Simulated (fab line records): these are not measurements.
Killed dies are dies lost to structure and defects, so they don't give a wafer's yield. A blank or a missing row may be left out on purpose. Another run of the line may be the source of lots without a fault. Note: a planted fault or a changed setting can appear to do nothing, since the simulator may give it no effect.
Which of the tools did it? || flow sky130 || 12 lots with 36 wafers sampled at 4 steps, on a route of 708 steps

WHAT EACH GAUGE READ, for each wafer
SKY_PASSIVATION_THK_MEAS_03.
{"lot": "L926", "measured": "day 44 03:45", "on": "film metro-04", "PASSIVATION_CVD_02_THK (nm)": "529 547 544"}
{"lot": "L927", "measured": "day 44 17:58", "on": "film metro-02", "PASSIVATION_CVD_02_THK (nm)": "543 536 546"}
{"lot": "L928", "measured": "day 44 21:50", "on": "film metro-04", "PASSIVATION_CVD_02_THK (nm)": "533 541 542"}
{"lot": "L930", "measured": "day 45 05:56", "on": "film metro-01", "PASSIVATION_CVD_02_THK (nm)": "540 543 539"}
{"lot": "L931", "measured": "day 45 14:27", "on": "film metro-01", "PASSIVATION_CVD_02_THK (nm)": "542 540 548"}
{"lot": "L932", "measured": "day 45 20:37", "on": "film metro-02", "PASSIVATION_CVD_02_THK (nm)": "532 533 543"}
{"lot": "L933", "measured": "day 45 22:11", "on": "film metro-04", "PASSIVATION_CVD_02_THK (nm)": "540 543 540"}
{"lot": "L934", "measured": "day 46 07:27", "on": "film metro-04", "PASSIVATION_CVD_02_THK (nm)": "535 546 541"}
{"lot": "L935", "measured": "day 46 23:33", "on": "film metro-01", "PASSIVATION_CVD_02_THK (nm)": "539 542 548"}
{"lot": "L940", "measured": "day 47 23:19", "on": "film metro-01", "PASSIVATION_CVD_02_THK (nm)": "539 540 543"}
{"lot": "L942", "measured": "day 48 23:37", "on": "film metro-01", "PASSIVATION_CVD_02_THK (nm)": "551 551 551"}
{"lot": "L948", "measured": "day 49 17:34", "on": "film metro-04", "PASSIVATION_CVD_02_THK (nm)": "542 534 549"}

TOOL THAT RAN EACH LOT (tool first, then ch and the chambers of the sampled wafers, then the start)
{"lot": "L926", "SKY_VIA2_CMP_24": "cmp-02 ch 1,2,3, day 36 16:13", "SKY_METAL3_SPUTTER_02": "pvd sputter-01, day 36 16:34", "SKY_METAL4_SPUTTER_02": "pvd sputter-02, day 40 01:16"}
{"lot": "L927", "SKY_VIA2_CMP_24": "cmp-01 ch 0,3, day 37 11:35", "SKY_METAL3_SPUTTER_02": "pvd sputter-02, day 37 11:53", "SKY_METAL4_SPUTTER_02": "pvd sputter-02, day 40 17:42"}
{"lot": "L928", "SKY_VIA2_CMP_24": "cmp-01 ch 1,2, day 37 16:19", "SKY_METAL3_SPUTTER_02": "pvd sputter-02, day 37 16:40", "SKY_METAL4_SPUTTER_02": "pvd sputter-04, day 40 22:10"}
{"lot": "L930", "SKY_VIA2_CMP_24": "cmp-02 ch 1,2, day 38 01:06", "SKY_METAL3_SPUTTER_02": "pvd sputter-01, day 38 01:27", "SKY_METAL4_SPUTTER_02": "pvd sputter-02, day 41 06:56"}
{"lot": "L931", "SKY_VIA2_CMP_24": "cmp-02 ch 1,2,3, day 38 10:52", "SKY_METAL3_SPUTTER_02": "pvd sputter-01, day 38 11:07", "SKY_METAL4_SPUTTER_02": "pvd sputter-02, day 41 16:47"}
{"lot": "L932", "SKY_VIA2_CMP_24": "cmp-01 ch 2,3, day 38 15:34", "SKY_METAL3_SPUTTER_02": "pvd sputter-01, day 38 15:56", "SKY_METAL4_SPUTTER_02": "pvd sputter-02, day 41 22:24"}
{"lot": "L933", "SKY_VIA2_CMP_24": "cmp-01 ch 0,1,2, day 38 19:45", "SKY_METAL3_SPUTTER_02": "pvd sputter-03, day 38 20:06", "SKY_METAL4_SPUTTER_02": "pvd sputter-02, day 42 00:41"}
{"lot": "L934", "SKY_VIA2_CMP_24": "cmp-01 ch 0,1,2, day 39 04:50", "SKY_METAL3_SPUTTER_02": "pvd sputter-03, day 39 05:11", "SKY_METAL4_SPUTTER_02": "pvd sputter-04, day 42 09:59"}
{"lot": "L935", "SKY_VIA2_CMP_24": "cmp-02 ch 0,1,3, day 40 00:53", "SKY_METAL3_SPUTTER_02": "pvd sputter-03, day 40 01:14", "SKY_METAL4_SPUTTER_02": "pvd sputter-03, day 43 04:04"}
{"lot": "L940", "SKY_VIA2_CMP_24": "cmp-01 ch 0,2, day 41 05:43", "SKY_METAL3_SPUTTER_02": "pvd sputter-02, day 41 06:00", "SKY_METAL4_SPUTTER_02": "pvd sputter-02, day 44 07:16"}
{"lot": "L942", "SKY_VIA2_CMP_24": "cmp-01 ch 0,1,3, day 42 10:49", "SKY_METAL3_SPUTTER_02": "pvd sputter-01, day 42 11:04", "SKY_METAL4_SPUTTER_02": "pvd sputter-02, day 45 11:16"}
{"lot": "L948", "SKY_VIA2_CMP_24": "cmp-02 ch 1,2,3, day 43 09:36", "SKY_METAL3_SPUTTER_02": "pvd sputter-01, day 43 09:54", "SKY_METAL4_SPUTTER_02": "pvd sputter-03, day 46 08:09"}
- SKY_VIA2_CMP_24: polishes, stops on SiO2, t overpolish 20 s, target thk 0 nm.
- SKY_METAL3_SPUTTER_02: material AlCu, target thk 735 nm, time 39.1 s.
- SKY_METAL4_SPUTTER_02: material AlCu, target thk 735 nm, time 39.1 s.

AS READ BY THE TOOLS THEMSELVES (means over the sampled wafers that have a number; for cases with no such wafer, the mark the record gives instead)
SKY_VIA2_CMP_24.
{"lot": "L926", "tool": "cmp-02", "motor current A (A)": 11.0, "overpolish run s (s)": 20.001, "time to endpoint s (s)": 99}
{"lot": "L927", "tool": "cmp-01", "motor current A (A)": 10.5, "overpolish run s (s)": 19.997, "time to endpoint s (s)": 99}
{"lot": "L928", "tool": "cmp-01", "motor current A (A)": 11.8, "overpolish run s (s)": 19.990, "time to endpoint s (s)": 105}
{"lot": "L930", "tool": "cmp-02", "motor current A (A)": 11.2, "overpolish run s (s)": 19.987, "time to endpoint s (s)": 100}
{"lot": "L931", "tool": "cmp-02", "motor current A (A)": 11.0, "overpolish run s (s)": 19.990, "time to endpoint s (s)": 100}
{"lot": "L932", "tool": "cmp-01", "motor current A (A)": 10.5, "overpolish run s (s)": 19.996, "time to endpoint s (s)": 100}
{"lot": "L933", "tool": "cmp-01", "motor current A (A)": 11.5, "overpolish run s (s)": 20.003, "time to endpoint s (s)": 101}
{"lot": "L934", "tool": "cmp-01", "motor current A (A)": 11.3, "overpolish run s (s)": 20.001, "time to endpoint s (s)": 102}
{"lot": "L935", "tool": "cmp-02", "motor current A (A)": 11.4, "overpolish run s (s)": 20.004, "time to endpoint s (s)": 101}
{"lot": "L940", "tool": "cmp-01", "motor current A (A)": 11.7, "overpolish run s (s)": 20.000, "time to endpoint s (s)": 97}
{"lot": "L942", "tool": "cmp-01", "motor current A (A)": 10.7, "overpolish run s (s)": 19.999, "time to endpoint s (s)": 102}
{"lot": "L948", "tool": "cmp-02", "motor current A (A)": 10.9, "overpolish run s (s)": 20.003, "time to endpoint s (s)": 102}

SKY_METAL3_SPUTTER_02.
{"lot": "L926", "tool": "pvd sputter-01", "throttle valve pct (%)": 30.4}
{"lot": "L927", "tool": "pvd sputter-02", "throttle valve pct (%)": 28.7}
{"lot": "L928", "tool": "pvd sputter-02", "throttle valve pct (%)": 29.0}
{"lot": "L930", "tool": "pvd sputter-01", "throttle valve pct (%)": 30.2}
{"lot": "L931", "tool": "pvd sputter-01", "throttle valve pct (%)": 29.2}
{"lot": "L932", "tool": "pvd sputter-01", "throttle valve pct (%)": 29.3}
{"lot": "L933", "tool": "pvd sputter-03", "throttle valve pct (%)": 30.6}
{"lot": "L934", "tool": "pvd sputter-03", "throttle valve pct (%)": 30.1}
{"lot": "L935", "tool": "pvd sputter-03", "throttle valve pct (%)": 30.0}
{"lot": "L940", "tool": "pvd sputter-02", "throttle valve pct (%)": 29.8}
{"lot": "L942", "tool": "pvd sputter-01", "throttle valve pct (%)": 29.5}
{"lot": "L948", "tool": "pvd sputter-01", "throttle valve pct (%)": 29.9}

SKY_METAL4_SPUTTER_02.
{"lot": "L926", "tool": "pvd sputter-02", "throttle valve pct (%)": 29.2}
{"lot": "L927", "tool": "pvd sputter-02", "throttle valve pct (%)": 28.9}
{"lot": "L928", "tool": "pvd sputter-04", "throttle valve pct (%)": 32.1}
{"lot": "L930", "tool": "pvd sputter-02", "throttle valve pct (%)": 29.3}
{"lot": "L931", "tool": "pvd sputter-02", "throttle valve pct (%)": 29.5}
{"lot": "L932", "tool": "pvd sputter-02", "throttle valve pct (%)": 29.4}
{"lot": "L933", "tool": "pvd sputter-02", "throttle valve pct (%)": 29.1}
{"lot": "L934", "tool": "pvd sputter-04", "throttle valve pct (%)": 31.3}
{"lot": "L935", "tool": "pvd sputter-03", "throttle valve pct (%)": 31.2}
{"lot": "L940", "tool": "pvd sputter-02", "throttle valve pct (%)": 29.7}
{"lot": "L942", "tool": "pvd sputter-02", "throttle valve pct (%)": 28.8}
{"lot": "L948", "tool": "pvd sputter-03", "throttle valve pct (%)": 30.9}

THE ANSWER, worked out from the rows above alone
Rule: usual is defined by the lots themselves. The widest of any qualifying gaps counts: lots, ordered by their means at a reading, are off when they make up no more than a third of the lots, leave a main group of 4 or more, and stand apart from it by 3 or more times the standard deviation of that group's means. If all means in a main group match to the digits the tables above print for the reading, that group is not used. Also off: a lot with no number at a reading for which 4 or more lots have one. The other lots that the step has rows for count as sound. Order of review: gauges by route order, followed by the tools' own readings, for which a lot's mean as printed above is used. At the first step where some lot is off, the reading lying furthest off is the one used; lots without a number count as furthest.
Off: L942, seen at SKY_PASSIVATION_THK_MEAS_03 (PASSIVATION_CVD_02_THK). Main group: mean 541 nm, sd 1.9.
If a tool, at a process step before that reading, ran all the lots that are off and no sound lot after the first of them, it fits. Gauges at SKY_PASSIVATION_THK_MEAS_03: tried the same way as those tools. Can't be told from this: 3 tools fit, cmp-01 at SKY_VIA2_CMP_24, pvd sputter-02 at SKY_METAL4_SPUTTER_02, film metro-01 at SKY_PASSIVATION_THK_MEAS_03.

WHAT THE SIMULATOR HAD INSERTED
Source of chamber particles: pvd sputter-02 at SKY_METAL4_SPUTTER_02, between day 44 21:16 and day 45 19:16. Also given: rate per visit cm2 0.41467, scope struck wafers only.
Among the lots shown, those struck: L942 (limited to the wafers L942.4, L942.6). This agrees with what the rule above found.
